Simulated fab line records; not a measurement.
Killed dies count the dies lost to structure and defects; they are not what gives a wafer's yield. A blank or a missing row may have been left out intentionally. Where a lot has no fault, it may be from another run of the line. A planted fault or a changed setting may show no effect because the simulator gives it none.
Chamber matching ; flow gf180mcu ; GF_V4_CMP_04 on cmp-01: 4 sister chambers
The step polishes SiO2. 4 wafers are shown with their chamber, then 7 later ones without.

== WAFERS, EACH WITH ITS CHAMBER ==
wafer;chamber;motor-current-A (A)
L807.2;2;12.3
L819.4;3;12.1
L821.3;1;13.3
L821.4;0;12.2

== WAFERS WITH NO CHAMBER GIVEN ==
wafer;motor-current-A (A)
L821.6;13.3
L820.3;12.1
L820.4;12.3
L820.5;12.7
L824.1;12.7
L824.2;12.2
L824.4;11.8

== THE CHAMBER EACH PASSED THROUGH ==
wafer;from the rows above;in truth
L821.6;1;1
L820.3;can't be placed: 3 or 0 or 2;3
L820.4;can't be placed: 2 or 0 or 3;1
L820.5;can't be placed: 2 or 0 or 3 or 1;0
L824.1;can't be placed: 2 or 0 or 3 or 1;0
L824.2;can't be placed: 0 or 3 or 2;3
L824.4;can't be placed: 3 or 0 or 2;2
Correct placement for 1 of the 7. From these rows, 6 cannot be placed; in 5 the true chamber is one of the candidates. Placed wrongly: 0.
How it was worked out, from the rows above alone: a wafer's distance from a chamber is the root of the sum, over the readings, of the square of ((its reading less the chamber's mean) divided by the reading's scatter). If the next closest chamber is less than 2 further off than the closest, the wafer can't be placed; otherwise it belongs to the closest. For every chamber, the mean is computed from those of its wafers that are shown. The scatter: root of mean squared gap, hidden wafer to nearest shown wafer, with one shown wafer a chamber.
